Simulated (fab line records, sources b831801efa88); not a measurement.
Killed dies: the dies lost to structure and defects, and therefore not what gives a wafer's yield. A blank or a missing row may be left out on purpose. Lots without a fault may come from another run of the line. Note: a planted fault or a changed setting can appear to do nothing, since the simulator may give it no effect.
fab line records + flow sky130
record:
- lots: 5
- wafers: 23
route steps=708 shown POLY_GATE@224 LDD_N@239 LDD_HVN@276 LDD_LDN@300 POLY_CUT@310
startH: hours from the record's first day to the start of the lot's first wafer shown + waitH: hours elapsed since this lot's preceding step + " repeats the value in the row above + L1.1+2: a single row standing in for several wafers + - no value present, or no start provided + * or withheld: withheld + < > ~ a bound
route shown NAME@n: names a module that has steps shown in the file, with the first one's number in the route + usual: mean/standard deviation taken from wafers without a fault + same: alike in all rows + chamber/n: place in a boat + sites: the reading at each site + _std_site: the values' standard deviation + _edge_site: mean of outer sites minus mean of inner sites + radiusMm: how far each site lies from the wafer's centre + mask NAME#n: copy n + behind: the last tool/chamber to shape the wafer + hold: reason for holding the lot/hours on hold/outcome of the hold + device: transistor that didn't switch, given as n, p or np + end of line: tests run on the same wafers once the route is complete + a step given without rows: its recipe and nothing more + killed: dies lost to structure and defects at the first sort, not the wafer's yield + map: the dies of a wafer, with x for killed, . for not killed, _ for no die there
set.NAME: the setting as run; set.NAME@STEP: as run at that earlier step + model.NAME: the simulator's own value behind a step, which no gauge read
lots where settings were altered on purpose, with a table for each step and a row for each wafer
== steps ==
step: SKY_POLY_GATE_EXPOSE_10
recipe:
- maskId: P1M
- na: 0.68
- sourceShape: conventional
- sigmaOuter: 0.6
- targetCdNm: 150
- doseMj: 28
| lot.wafer  | tool          | chamber | startH | waitH | mask  | set.doseMj |
|------------|---------------|---------|--------|-------|-------|------------|
| L076.2+3   | krfScanner-02 | 0       | -      | -     | P1M#0 | 29.35      |
| L076.4+5+6 | "             | 0       | "      | "     | P1M#0 | 28         |
| L079.1+2+5 | krfScanner-02 | 0       | -      | -     | P1M#0 | 28         |
| L079.3+4   | "             | 0       | "      | "     | P1M#0 | 27.21      |
| L081.1+2+6 | krfScanner-02 | 0       | -      | -     | P1M#0 | 28         |
| L080.1+4+6 | krfScanner-02 | 0       | -      | -     | P1M#0 | 29.28      |
| L080.3+5   | "             | 0       | "      | "     | P1M#0 | 28         |
| L085.1+4+5 | krfScanner-02 | 0       | -      | -     | P1M#0 | 29.35      |
| L085.2+6   | "             | 0       | "      | "     | P1M#0 | 28         |
step: SKY_POLY_GATE_PEB_11
recipe:
- pebTempC: withheld
- pebTimeS: withheld
- resist: KrF-thick
step: SKY_POLY_GATE_DEVELOP_12
recipe:
- developTimeS: 58.51
- resist: KrF-thick
- devTempC: 21
| lot.wafer | tool          | chamber | startH | waitH | set.doseMj@POLY_GATE_EXPOSE_10 | model.POLY_GATE.cdNm |
|-----------|---------------|---------|--------|-------|--------------------------------|----------------------|
| L076.2    | lithoTrack-03 | 0       | -      | -     | 29.35                          | 142.1                |
| L076.3    | "             | 0       | "      | "     | 29.35                          | 141.2                |
| L076.4    | "             | 0       | "      | "     | 28                             | 146.9                |
| L076.5    | "             | 0       | "      | "     | 28                             | 147.8                |
| L076.6    | "             | 0       | "      | "     | 28                             | 148                  |
| L079.1    | lithoTrack-04 | 0       | -      | -     | 28                             | 151.6                |
| L079.2+5  | "             | 0       | "      | "     | 28                             | 150.9                |
| L079.3    | "             | 0       | "      | "     | 27.21                          | 156.3                |
| L079.4    | "             | 0       | "      | "     | 27.21                          | 155.5                |
| L081.1    | lithoTrack-04 | 0       | -      | -     | 28                             | 151                  |
| L081.2    | "             | 0       | "      | "     | 28                             | 150.3                |
| L081.6    | "             | 0       | "      | "     | 28                             | 150                  |
| L080.1    | lithoTrack-01 | 0       | -      | -     | 29.28                          | 140.4                |
| L080.3    | "             | 0       | "      | "     | 28                             | 148.6                |
| L080.4    | "             | 0       | "      | "     | 29.28                          | 138.1                |
| L080.5    | "             | 0       | "      | "     | 28                             | 146.1                |
| L080.6    | "             | 0       | "      | "     | 29.28                          | 142                  |
| L085.1    | lithoTrack-01 | 0       | -      | -     | 29.35                          | 141.7                |
| L085.2    | "             | 0       | "      | "     | 28                             | 149.9                |
| L085.4    | "             | 0       | "      | "     | 29.35                          | 143.2                |
| L085.5    | "             | 0       | "      | "     | 29.35                          | 143.4                |
| L085.6    | "             | 0       | "      | "     | 28                             | 150.2                |
step: SKY_POLY_GATE_CD_MEAS_13
recipe:
- targetCdNm: 150
usual:
- cdNm: 149.6/1.3
| lot.wafer | tool     | chamber | startH | waitH | set.doseMj@POLY_GATE_EXPOSE_10 | cdNm  |
|-----------|----------|---------|--------|-------|--------------------------------|-------|
| L076.2    | cdSem-02 | -       | 463.80 | -     | 29.35                          | 141.6 |
| L076.3    | "        | -       | "      | "     | 29.35                          | 141.2 |
| L076.4    | "        | -       | "      | "     | 28                             | 146.7 |
| L076.5    | "        | -       | "      | "     | 28                             | 147.9 |
| L076.6    | "        | -       | "      | "     | 28                             | 147.8 |
| L079.1    | cdSem-01 | -       | 464.36 | -     | 28                             | 151.7 |
| L079.2    | "        | -       | "      | "     | 28                             | 150.9 |
| L079.3    | "        | -       | "      | "     | 27.21                          | 156.1 |
| L079.4    | "        | -       | "      | "     | 27.21                          | 155.3 |
| L079.5    | "        | -       | "      | "     | 28                             | 151.0 |
| L081.1    | cdSem-01 | -       | 464.71 | -     | 28                             | 151.1 |
| L081.2    | "        | -       | "      | "     | 28                             | 150.0 |
| L081.6    | "        | -       | "      | "     | 28                             | 149.8 |
| L080.1    | cdSem-01 | -       | 465.02 | -     | 29.28                          | 140.6 |
| L080.3    | "        | -       | "      | "     | 28                             | 148.4 |
| L080.4    | "        | -       | "      | "     | 29.28                          | 138.1 |
| L080.5    | "        | -       | "      | "     | 28                             | 146.3 |
| L080.6    | "        | -       | "      | "     | 29.28                          | 142.0 |
| L085.1    | cdSem-02 | -       | 555.17 | -     | 29.35                          | 141.7 |
| L085.2    | "        | -       | "      | "     | 28                             | 149.9 |
| L085.4    | "        | -       | "      | "     | 29.35                          | 143.4 |
| L085.5    | "        | -       | "      | "     | 29.35                          | 143.4 |
| L085.6    | "        | -       | "      | "     | 28                             | 150.2 |
step: SKY_POLY_GATE_ETCH_15
recipe:
- chemistry: N2/H2
- target: BARC
- ionEnergyEv: 200
- sourceW: 500
- biasW: 100
- pressureMtorr: 30
- n2FlowSccm: 100
- h2FlowSccm: 200
- stopOn: SiO2
- timeS: 118.5
- targetDepthA: 1100
| lot.wafer | tool       | chamber | startH | waitH | set.doseMj@POLY_GATE_EXPOSE_10 | model.POLY_GATE.cdNm |
|-----------|------------|---------|--------|-------|--------------------------------|----------------------|
| L076.2    | rieDiel-02 | 2       | 463.93 | 0.0   | 29.35                          | 143                  |
| L076.3    | "          | 3       | "      | "     | 29.35                          | 142.2                |
| L076.4    | "          | 0       | "      | "     | 28                             | 144.2                |
| L076.5    | "          | 1       | "      | "     | 28                             | 146.6                |
| L076.6    | "          | 2       | "      | "     | 28                             | 148.8                |
| L079.1    | rieDiel-02 | 0       | 464.51 | 0.0   | 28                             | 147.8                |
| L079.2    | "          | 1       | "      | "     | 28                             | 149.5                |
| L079.3    | "          | 3       | "      | "     | 27.21                          | 156.9                |
| L079.4    | "          | 2       | "      | "     | 27.21                          | 157.3                |
| L079.5    | "          | 3       | "      | "     | 28                             | 151.2                |
| L081.1    | rieDiel-03 | 2       | 464.86 | 0.0   | 28                             | 150.1                |
| L081.2    | "          | 3       | "      | "     | 28                             | 149.8                |
| L081.6    | "          | 0       | "      | "     | 28                             | 149.3                |
| L080.1    | rieDiel-04 | 3       | 465.18 | 0.0   | 29.28                          | 140.2                |
| L080.3    | "          | 0       | "      | "     | 28                             | 147.9                |
| L080.4    | "          | 2       | "      | "     | 29.28                          | 137.2                |
| L080.5    | "          | 2       | "      | "     | 28                             | 144.3                |
| L080.6    | "          | 3       | "      | "     | 29.28                          | 141.4                |
| L085.1    | rieDiel-02 | 2       | 555.33 | 0.0   | 29.35                          | 143.4                |
| L085.2    | "          | 1       | "      | "     | 28                             | 153                  |
| L085.4    | "          | 0       | "      | "     | 29.35                          | 141.9                |
| L085.5    | "          | 3       | "      | "     | 29.35                          | 140.9                |
| L085.6    | "          | 2       | "      | "     | 28                             | 152.1                |
step: SKY_POLY_GATE_ETCH_16
recipe:
- stopOn: poly-Si
- chemistry: CH3F/O2
- target: Si3N4
- sourceW: 400
- biasW: 80
- pressureMtorr: 25
- ch3fFlowSccm: 40
- O2_flow_sccm: 30
- timeS: 147.5
- targetDepthA: 750
step: SKY_POLY_GATE_ETCH_17
recipe:
- targetDepthNm: 180
- stopOn: SiO2
- overEtchFrac: 0.56667
- chemistry: HBr/Cl2
- target: poly-Si
- icpW: 400
- biasW: 100
- pressureMtorr: 10
- HBr_flow_sccm: 150
- Cl2_flow_sccm: 50
- timeS: 70.5
| lot.wafer | tool     | chamber | startH | waitH | set.doseMj@POLY_GATE_EXPOSE_10 | model.POLY_GATE.cdNm |
|-----------|----------|---------|--------|-------|--------------------------------|----------------------|
| L076.2    | rieSi-02 | 3       | 464.11 | 0.0   | 29.35                          | 142.1                |
| L076.3    | "        | 0       | "      | "     | 29.35                          | 141.9                |
| L076.4    | "        | 2       | "      | "     | 28                             | 143.1                |
| L076.5    | "        | 0       | "      | "     | 28                             | 146.1                |
| L076.6    | "        | 3       | "      | "     | 28                             | 148.7                |
| L079.1    | rieSi-01 | 2       | 464.69 | 0.0   | 28                             | 146.8                |
| L079.2    | "        | 0       | "      | "     | 28                             | 149.1                |
| L079.3    | "        | 3       | "      | "     | 27.21                          | 158                  |
| L079.4    | "        | 1       | "      | "     | 27.21                          | 157.2                |
| L079.5    | "        | 1       | "      | "     | 28                             | 150.3                |
| L081.1    | rieSi-01 | 1       | 465.04 | 0.0   | 28                             | 149.3                |
| L081.2    | "        | 0       | "      | "     | 28                             | 149.9                |
| L081.6    | "        | 0       | "      | "     | 28                             | 149.2                |
| L080.1    | rieSi-01 | 3       | 465.36 | 0.0   | 29.28                          | 140.4                |
| L080.3    | "        | 0       | "      | "     | 28                             | 147.4                |
| L080.4    | "        | 2       | "      | "     | 29.28                          | 136.4                |
| L080.5    | "        | 3       | "      | "     | 28                             | 144.6                |
| L080.6    | "        | 0       | "      | "     | 29.28                          | 141.8                |
| L085.1    | rieSi-02 | 1       | 555.51 | 0.0   | 29.35                          | 142.9                |
| L085.2    | "        | 3       | "      | "     | 28                             | 152.9                |
| L085.4    | "        | 0       | "      | "     | 29.35                          | 141.2                |
| L085.5    | "        | 0       | "      | "     | 29.35                          | 140.8                |
| L085.6    | "        | 3       | "      | "     | 28                             | 152.4                |
step: SKY_POLY_GATE_STRIP_18
recipe:
- chemistry: O2/N2
- powerW: 1400
- pressureMtorr: 1500
- platenTempC: withheld
- o2FlowSccm: 3000
- n2FlowSccm: 300
- overashFraction: 0.5
step: SKY_POLY_GATE_CLEAN_19
recipe:
- chemistry: SC1/SC2
- mix: 1:4:20
- tempC: 70
- timeS: 150
- dry: n2Spin
step: SKY_POLY_GATE_OXIDATION_20
recipe:
- tempC: 850
- ambient: O2
- stabiliseS: 600
- purgeS: 300
- targetThkA: 40
- oxTimeS: 899
step: SKY_POLY_GATE_CD_MEAS_22
usual:
- cdNm: 149.0/2.1
| lot.wafer | tool     | chamber | startH | waitH | set.doseMj@POLY_GATE_EXPOSE_10 | cdNm  |
|-----------|----------|---------|--------|-------|--------------------------------|-------|
| L076.2    | cdSem-02 | -       | 467.93 | 0.1   | 29.35                          | 142.1 |
| L076.3    | "        | -       | "      | "     | 29.35                          | 141.7 |
| L076.4    | "        | -       | "      | "     | 28                             | 143.1 |
| L076.5    | "        | -       | "      | "     | 28                             | 146.1 |
| L076.6    | "        | -       | "      | "     | 28                             | 148.8 |
| L079.1    | cdSem-01 | -       | 468.24 | 0.3   | 28                             | 147.0 |
| L079.2    | "        | -       | "      | "     | 28                             | 149.0 |
| L079.3    | "        | -       | "      | "     | 27.21                          | 157.9 |
| L079.4    | "        | -       | "      | "     | 27.21                          | 157.0 |
| L079.5    | "        | -       | "      | "     | 28                             | 150.4 |
| L081.1    | cdSem-01 | -       | 468.58 | 0.6   | 28                             | 149.5 |
| L081.2    | "        | -       | "      | "     | 28                             | 150.2 |
| L081.6    | "        | -       | "      | "     | 28                             | 149.5 |
| L080.1    | cdSem-01 | -       | 468.75 | 0.7   | 29.28                          | 140.1 |
| L080.3    | "        | -       | "      | "     | 28                             | 146.9 |
| L080.4    | "        | -       | "      | "     | 29.28                          | 136.8 |
| L080.5    | "        | -       | "      | "     | 28                             | 144.6 |
| L080.6    | "        | -       | "      | "     | 29.28                          | 142.0 |
| L085.1    | cdSem-02 | -       | 557.03 | 0.1   | 29.35                          | 143.0 |
| L085.2    | "        | -       | "      | "     | 28                             | 153.0 |
| L085.4    | "        | -       | "      | "     | 29.35                          | 141.3 |
| L085.5    | "        | -       | "      | "     | 29.35                          | 140.6 |
| L085.6    | "        | -       | "      | "     | 28                             | 152.6 |
step: SKY_LDD_N_COAT_02
recipe:
- resist: NOVOLAK
- spinRpm: 3000
- resistThkNm: 300
| lot.wafer | tool          | chamber | startH | waitH | set.spinRpm | model.NOVOLAK_of_LDD_N_COAT_02.thkNm |
|-----------|---------------|---------|--------|-------|-------------|--------------------------------------|
| L076.2    | lithoTrack-02 | 0       | 481.30 | 0.1   | 3208        | 290.2                                |
| L076.3    | "             | 0       | "      | "     | 3000        | 298.8                                |
| L076.4    | "             | 0       | "      | "     | 3000        | 299.5                                |
| L076.5    | "             | 0       | "      | "     | 3208        | 288.8                                |
| L076.6    | "             | 0       | "      | "     | 3208        | 289.2                                |
| L079.1    | lithoTrack-04 | 0       | 482.61 | 0.1   | 3000        | 299.8                                |
| L079.2    | "             | 0       | "      | "     | 3000        | 299.3                                |
| L079.3    | "             | 0       | "      | "     | 3000        | 300.6                                |
| L079.4    | "             | 0       | "      | "     | 3000        | 300.2                                |
| L079.5    | "             | 0       | "      | "     | 3000        | 300.8                                |
| L081.1    | lithoTrack-01 | 0       | 483.32 | 0.1   | 3000        | 300.8                                |
| L081.2    | "             | 0       | "      | "     | 3000        | 300.1                                |
| L081.6    | "             | 0       | "      | "     | 3000        | 299.7                                |
| L080.1    | lithoTrack-02 | 0       | 483.68 | 0.1   | 3000        | 301                                  |
| L080.3    | "             | 0       | "      | "     | 3099        | 294.7                                |
| L080.4    | "             | 0       | "      | "     | 3000        | 299.4                                |
| L080.5    | "             | 0       | "      | "     | 3000        | 299.1                                |
| L080.6    | "             | 0       | "      | "     | 3099        | 295.2                                |
| L085.1    | lithoTrack-04 | 0       | 571.11 | 0.1   | 3000        | 298.4                                |
| L085.2    | "             | 0       | "      | "     | 3000        | 299.5                                |
| L085.4    | "             | 0       | "      | "     | 3000        | 299.7                                |
| L085.5    | "             | 0       | "      | "     | 3000        | 300.3                                |
| L085.6    | "             | 0       | "      | "     | 3000        | 299.6                                |
step: SKY_LDD_N_SOFTBAKE_03
recipe:
- tempC: 90
- timeS: 60
- resist: NOVOLAK
| lot.wafer      | tool          | chamber | startH | waitH | set.tempC |
|----------------|---------------|---------|--------|-------|-----------|
| L076.2+6       | lithoTrack-02 | 0       | 481.45 | 0.1   | 86.99     |
| L076.3+4+5     | "             | 0       | "      | "     | 90        |
| L079.1+4+5     | lithoTrack-04 | 0       | 482.76 | 0.1   | 90        |
| L079.2+3       | "             | 0       | "      | "     | 91.96     |
| L081.1+2+6     | lithoTrack-01 | 0       | 483.47 | 0.1   | 90        |
| L080.1+3+4+5+6 | lithoTrack-02 | 0       | 483.83 | 0.1   | 90        |
| L085.1+2+4+5+6 | lithoTrack-04 | 0       | 571.26 | 0.1   | 90        |
step: SKY_LDD_N_EXPOSE_04
recipe:
- maskId: NTM
- targetCdNm: 840
- na: 0.6
- sourceShape: conventional
- sigmaOuter: 0.6
- doseMj: 110
step: SKY_LDD_N_PEB_05
recipe:
- tempC: withheld
- timeS: *
- resist: NOVOLAK
step: SKY_LDD_N_DEVELOP_06
recipe:
- developTimeS: 60
- devTempC: 23
| lot.wafer | tool          | chamber | startH | waitH | set.spinRpm@LDD_N_COAT_02 | model.NOVOLAK_of_LDD_N_COAT_02.thkNm |
|-----------|---------------|---------|--------|-------|---------------------------|--------------------------------------|
| L076.2    | lithoTrack-01 | 0       | 496.35 | 0.1   | 3208                      | 292.1                                |
| L076.3    | "             | 0       | "      | "     | 3000                      | 298.4                                |
| L076.4    | "             | 0       | "      | "     | 3000                      | 299.1                                |
| L076.5    | "             | 0       | "      | "     | 3208                      | 288.4                                |
| L076.6    | "             | 0       | "      | "     | 3208                      | 291                                  |
| L079.1    | lithoTrack-04 | 0       | 497.16 | 0.1   | 3000                      | 299.4                                |
| L079.2    | "             | 0       | "      | "     | 3000                      | 297.4                                |
| L079.3    | "             | 0       | "      | "     | 3000                      | 298.6                                |
| L079.4    | "             | 0       | "      | "     | 3000                      | 299.8                                |
| L079.5    | "             | 0       | "      | "     | 3000                      | 300.3                                |
| L081.1    | lithoTrack-02 | 0       | 497.68 | 0.1   | 3000                      | 300.4                                |
| L081.2    | "             | 0       | "      | "     | 3000                      | 299.7                                |
| L081.6    | "             | 0       | "      | "     | 3000                      | 299.3                                |
| L080.1    | lithoTrack-04 | 0       | 497.76 | 0.1   | 3000                      | 300.6                                |
| L080.3    | "             | 0       | "      | "     | 3099                      | 294.3                                |
| L080.4    | "             | 0       | "      | "     | 3000                      | 299                                  |
| L080.5    | "             | 0       | "      | "     | 3000                      | 298.7                                |
| L080.6    | "             | 0       | "      | "     | 3099                      | 294.8                                |
| L085.1    | lithoTrack-01 | 0       | 586.37 | 0.1   | 3000                      | 298                                  |
| L085.2    | "             | 0       | "      | "     | 3000                      | 299                                  |
| L085.4    | "             | 0       | "      | "     | 3000                      | 299.3                                |
| L085.5    | "             | 0       | "      | "     | 3000                      | 299.9                                |
| L085.6    | "             | 0       | "      | "     | 3000                      | 299.2                                |
step: SKY_LDD_N_IMPLANT_13
recipe:
- species: BF2
- energyKev: 50
- doseCm2: 5e+12
- tiltDeg: 30
- rotationDeg: 90
| lot.wafer      | tool         | chamber | startH | waitH | set.energyKev | model.implant.rpNm | model.implant.drpNm |
|----------------|--------------|---------|--------|-------|---------------|--------------------|---------------------|
| L076.2+3+4+5+6 | implanter-01 | 0       | 498.06 | 0.2   | 50            | 33.09              | 18.83               |
| L079.1+3+5     | implanter-04 | 0       | 499.54 | 0.1   | 50            | 33.67              | 18.83               |
| L079.2+4       | "            | 0       | "      | "     | 47.99         | 32.33              | 18.28               |
| L081.1+2+6     | implanter-02 | 0       | 501.27 | 0.1   | 50            | 31.94              | 18.83               |
| L080.1+3+4+5+6 | implanter-04 | 0       | 501.94 | 0.1   | 50            | 32.6               | 18.83               |
| L085.1+5       | implanter-04 | 0       | 587.31 | 0.1   | 50.91         | 32.93              | 19.08               |
| L085.2+4+6     | "            | 0       | "      | "     | 50            | 32.35              | 18.83               |
step: SKY_LDD_N_IMPLANT_14
recipe:
- species: BF2
- energyKev: 50
- doseCm2: 5e+12
- tiltDeg: 30
- rotationDeg: 180
step: SKY_LDD_N_IMPLANT_15
recipe:
- species: BF2
- energyKev: 50
- doseCm2: 5e+12
- tiltDeg: 30
- rotationDeg: 270
step: SKY_LDD_N_STRIP_16
recipe:
- chemistry: O2/N2
- powerW: 1400
- pressureMtorr: 1500
- platenTempC: withheld
- o2FlowSccm: 3000
- n2FlowSccm: 300
- overashFraction: 0.5
usual:
- stripTimeToEndpointS: 4.322/0.017
| lot.wafer | tool           | chamber | startH | waitH | set.spinRpm@LDD_N_COAT_02 | stripTimeToEndpointS |
|-----------|----------------|---------|--------|-------|---------------------------|----------------------|
| L076.2    | plasmaAsher-01 | 1       | 498.91 | 0.2   | 3208                      | 4.203                |
| L076.3    | "              | 1       | "      | "     | 3000                      | 4.292                |
| L076.4    | "              | 0       | "      | "     | 3000                      | 4.310                |
| L076.5    | "              | 0       | "      | "     | 3208                      | 4.173                |
| L076.6    | "              | 1       | "      | "     | 3208                      | 4.194                |
| L079.1    | plasmaAsher-01 | 1       | 499.99 | 0.1   | 3000                      | 4.320                |
| L079.2    | "              | 0       | "      | "     | 3000                      | 4.280                |
| L079.3    | "              | 1       | "      | "     | 3000                      | 4.311                |
| L079.4    | "              | 0       | "      | "     | 3000                      | 4.324                |
| L079.5    | "              | 0       | "      | "     | 3000                      | 4.335                |
| L081.1    | plasmaAsher-01 | 0       | 501.72 | 0.1   | 3000                      | 4.336                |
| L081.2    | "              | 1       | "      | "     | 3000                      | 4.319                |
| L081.6    | "              | 1       | "      | "     | 3000                      | 4.314                |
| L080.1    | plasmaAsher-03 | 1       | 506.50 | 0.1   | 3000                      | 4.333                |
| L080.3    | "              | 1       | "      | "     | 3099                      | 4.241                |
| L080.4    | "              | 0       | "      | "     | 3000                      | 4.298                |
| L080.5    | "              | 1       | "      | "     | 3000                      | 4.274                |
| L080.6    | "              | 0       | "      | "     | 3099                      | 4.250                |
| L085.1    | plasmaAsher-03 | 1       | 587.76 | 0.1   | 3000                      | 4.287                |
| L085.2    | "              | 0       | "      | "     | 3000                      | 4.305                |
| L085.4    | "              | 1       | "      | "     | 3000                      | 4.311                |
| L085.5    | "              | 0       | "      | "     | 3000                      | 4.321                |
| L085.6    | "              | 1       | "      | "     | 3000                      | 4.308                |
step: SKY_LDD_HVN_STRIP_09
recipe:
- chemistry: O2/N2
- powerW: 1400
- pressureMtorr: 1500
- platenTempC: withheld
- o2FlowSccm: 3000
- n2FlowSccm: 300
- overashFraction: 0.5
usual:
- stripTimeToEndpointS: 4.133/0.022
| lot.wafer | tool           | chamber | startH | waitH | set.powerW | stripTimeToEndpointS |
|-----------|----------------|---------|--------|-------|------------|----------------------|
| L076.2    | plasmaAsher-02 | 1       | 556.96 | 0.1   | 1509       | 3.879                |
| L076.3    | "              | 0       | "      | "     | 1400       | 4.125                |
| L076.4    | "              | 1       | "      | "     | 1509       | 3.864                |
| L076.5    | "              | 1       | "      | "     | 1509       | 3.872                |
| L076.6    | "              | 0       | "      | "     | 1400       | 4.126                |
| L079.1    | plasmaAsher-02 | 1       | 558.26 | 0.1   | 1400       | 4.120                |
| L079.2    | "              | 0       | "      | "     | 1400       | 4.139                |
| L079.3    | "              | 0       | "      | "     | 1400       | 4.114                |
| L079.4    | "              | 1       | "      | "     | 1400       | 4.168                |
| L079.5    | "              | 1       | "      | "     | 1400       | 4.129                |
| L081.1    | plasmaAsher-01 | 0       | 560.81 | 0.1   | 1400       | 4.148                |
| L081.2    | "              | 1       | "      | "     | 1400       | 4.160                |
| L081.6    | "              | 1       | "      | "     | 1400       | 4.149                |
| L080.1    | plasmaAsher-02 | 1       | 566.11 | 0.1   | 1400       | 4.157                |
| L080.3    | "              | 0       | "      | "     | 1270       | 4.510                |
| L080.4    | "              | 1       | "      | "     | 1270       | 4.522                |
| L080.5    | "              | 1       | "      | "     | 1270       | 4.501                |
| L080.6    | "              | 0       | "      | "     | 1400       | 4.174                |
| L085.1    | plasmaAsher-02 | 1       | 644.22 | 0.1   | 1400       | 4.111                |
| L085.2    | "              | 0       | "      | "     | 1337       | 4.274                |
| L085.4    | "              | 0       | "      | "     | 1400       | 4.108                |
| L085.5    | "              | 1       | "      | "     | 1337       | 4.289                |
| L085.6    | "              | 0       | "      | "     | 1337       | 4.265                |
step: SKY_LDD_LDN_IMPLANT_11
recipe:
- species: As
- energyKev: 15
- doseCm2: 1.25e+13
- tiltDeg: withheld
- rotationDeg: 293
| lot.wafer      | tool         | chamber | startH | waitH | set.energyKev | model.implant.rpNm | model.implant.drpNm |
|----------------|--------------|---------|--------|-------|---------------|--------------------|---------------------|
| L076.2+3+4+5+6 | implanter-01 | 0       | 614.18 | 0.1   | 15            | 12.91              | 5.933               |
| L079.1+4+5     | implanter-02 | 0       | 615.76 | 0.1   | 15            | 12.57              | 5.933               |
| L079.2+3       | "            | 0       | "      | "     | 15.83         | 13.05              | 6.151               |
| L081.1+2+6     | implanter-04 | 0       | 617.79 | 0.1   | 15            | 12.48              | 5.933               |
| L080.1+5+6     | implanter-02 | 0       | 623.91 | 0.1   | 14.21         | 13.01              | 5.716               |
| L080.3+4       | "            | 0       | "      | "     | 15            | 13.12              | 5.933               |
| L085.1+2+6     | implanter-02 | 0       | 699.51 | 0.1   | 15            | 12.82              | 5.933               |
| L085.4+5       | "            | 0       | "      | "     | 15.55         | 13.15              | 6.078               |
step: SKY_POLY_CUT_COAT_03
recipe:
- resist: KrF-thick
- spinRpm: 3000
- resistThkNm: 450
| lot.wafer | tool          | chamber | startH | waitH | set.resistThkNm | model.KrF-thick_of_POLY_CUT_COAT_03.thkNm |
|-----------|---------------|---------|--------|-------|-----------------|-------------------------------------------|
| L076.2+6  | lithoTrack-02 | 0       | -      | -     | 434.3           | 433.1                                     |
| L076.3    | "             | 0       | "      | "     | 434.3           | 434.1                                     |
| L076.4    | "             | 0       | "      | "     | 450             | 449.1                                     |
| L076.5    | "             | 0       | "      | "     | 450             | 448.7                                     |
| L079.1    | lithoTrack-02 | 0       | -      | -     | 450             | 450.1                                     |
| L079.2+3  | "             | 0       | "      | "     | 450             | 449.2                                     |
| L079.4    | "             | 0       | "      | "     | 450             | 450.3                                     |
| L079.5    | "             | 0       | "      | "     | 450             | 449.3                                     |
| L081.1    | lithoTrack-03 | 0       | -      | -     | 450             | 450.7                                     |
| L081.2    | "             | 0       | "      | "     | 450             | 451                                       |
| L081.6    | "             | 0       | "      | "     | 450             | 451.5                                     |
| L080.1+5  | lithoTrack-02 | 0       | -      | -     | 458.9           | 459.4                                     |
| L080.3    | "             | 0       | "      | "     | 450             | 449.5                                     |
| L080.4    | "             | 0       | "      | "     | 450             | 450.7                                     |
| L080.6    | "             | 0       | "      | "     | 450             | 450.1                                     |
| L085.1    | lithoTrack-02 | 0       | -      | -     | 468.6           | 467                                       |
| L085.2    | "             | 0       | "      | "     | 450             | 448.8                                     |
| L085.4    | "             | 0       | "      | "     | 450             | 449                                       |
| L085.5    | "             | 0       | "      | "     | 468.6           | 466.5                                     |
| L085.6    | "             | 0       | "      | "     | 468.6           | 468.4                                     |
== key ==
split:
- step: SKY_POLY_GATE_EXPOSE_10
- setting: doseMj
- stated: 28
- by: wafer
response:
- step: SKY_POLY_GATE_DEVELOP_12
- reading: model.POLY_GATE.cdNm
- change: -1.46
- per: 1%
- r: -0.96
response:
- step: SKY_POLY_GATE_CD_MEAS_13
- reading: cdNm
- change: -1.45
- per: 1%
- r: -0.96
response:
- step: SKY_POLY_GATE_ETCH_15
- reading: model.POLY_GATE.cdNm
- change: -1.6
- per: 1%
- r: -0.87
response:
- step: SKY_POLY_GATE_ETCH_17
- reading: model.POLY_GATE.cdNm
- change: -1.68
- per: 1%
- r: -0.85
response:
- step: SKY_POLY_GATE_CD_MEAS_22
- reading: cdNm
- change: -1.67
- per: 1%
- r: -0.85
split:
- step: SKY_LDD_N_COAT_02
- setting: spinRpm
- stated: 3000
- by: wafer
response:
- step: SKY_LDD_N_COAT_02
- reading: model.NOVOLAK_of_LDD_N_COAT_02.thkNm
- change: -1.42
- per: 1%
- r: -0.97
response:
- step: SKY_LDD_N_DEVELOP_06
- reading: model.NOVOLAK_of_LDD_N_COAT_02.thkNm
- change: -1.24
- per: 1%
- r: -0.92
response:
- step: SKY_LDD_N_STRIP_16
- reading: stripTimeToEndpointS
- change: *
- per: 1%
- r: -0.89
split:
- step: SKY_LDD_N_SOFTBAKE_03
- setting: tempC
- stated: 90
- by: wafer
response none clear
split:
- step: SKY_LDD_N_IMPLANT_13
- setting: energyKev
- stated: 50
- by: wafer
response:
- step: SKY_LDD_N_IMPLANT_13
- reading: model.implant.rpNm
- change: +0.331
- per: 1%
- r: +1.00
response:
- step: SKY_LDD_N_IMPLANT_13
- reading: model.implant.drpNm
- change: +0.138
- per: 1%
- r: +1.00
split:
- step: SKY_LDD_HVN_STRIP_09
- setting: powerW
- stated: 1400
- by: wafer
response:
- step: SKY_LDD_HVN_STRIP_09
- reading: stripTimeToEndpointS
- change: *
- per: 1%
- r: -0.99
split:
- step: SKY_LDD_LDN_IMPLANT_11
- setting: energyKev
- stated: 15
- by: wafer
response:
- step: SKY_LDD_LDN_IMPLANT_11
- reading: model.implant.rpNm
- change: +0.0619
- per: 1%
- r: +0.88
response:
- step: SKY_LDD_LDN_IMPLANT_11
- reading: model.implant.drpNm
- change: +0.0402
- per: 1%
- r: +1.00
split:
- step: SKY_POLY_CUT_COAT_03
- setting: resistThkNm
- stated: 450
- by: wafer
response:
- step: SKY_POLY_CUT_COAT_03
- reading: model.KrF-thick_of_POLY_CUT_COAT_03.thkNm
- change: +4.47
- per: 1%
- r: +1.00
